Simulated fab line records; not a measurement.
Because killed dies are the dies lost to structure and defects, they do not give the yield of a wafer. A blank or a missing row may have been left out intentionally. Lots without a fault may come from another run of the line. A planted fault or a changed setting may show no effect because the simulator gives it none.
Which tool is to blame? | flow sky130 | at 1 step of a route of 708, 11 lots with 33 wafers sampled

== WHAT EACH GAUGE READ, for each wafer ==
SKY_SONOS_TUNNEL_TW_MEAS_12.
lot  | measured     | on            | SONOS_TUNNEL_TW
L516 | day 11 04:44 | film metro-04 | 198.2 197.3 198.2
L519 | day 12 08:24 | film metro-01 | 200.5 201.5 200.6
L521 | day 13 03:21 | film metro-01 | 201.8 201.5 201.8
L522 | day 13 12:56 | film metro-01 | 201.2 202.2 201.3
L523 | day 13 23:10 | film metro-01 | 200.8 201.0 201.3
L524 | day 14 04:18 | film metro-02 | 197.5 197.3 197.4
L525 | day 14 07:41 | film metro-04 | 196.2 198.0 196.8
L528 | day 15 08:11 | film metro-02 | 197.0 197.8 197.3
L533 | day 16 22:25 | film metro-04 | 196.5 196.2 197.1
L534 | day 17 07:35 | film metro-04 | 198.2 198.2 197.8
L535 | day 17 15:33 | film metro-01 | 199.9 199.3 201.4

== WHAT TOOL EACH LOT RAN ON (gives the tool, then ch and the chambers of the sampled wafers, and finally the start) ==
There is no process step in the record ahead of these readings.

== THE ANSWER, worked out from the rows above alone ==
Rule: usual is defined by the lots themselves. The widest of any qualifying gaps counts: lots, ordered by their means at a reading, are off when they make up no more than a third of the lots, leave a main group of 4 or more, and stand apart from it by 3 or more times the standard deviation of that group's means. Not used: any main group whose means are identical at the precision the tables above print for the reading. A lot without any number at a reading at which 4 lots or more have one is off too. The other lots that the step has rows for count as sound.
No lot is off at any reading shown: from this, nothing can be told.

== WHAT THE SIMULATOR HAD INSERTED ==
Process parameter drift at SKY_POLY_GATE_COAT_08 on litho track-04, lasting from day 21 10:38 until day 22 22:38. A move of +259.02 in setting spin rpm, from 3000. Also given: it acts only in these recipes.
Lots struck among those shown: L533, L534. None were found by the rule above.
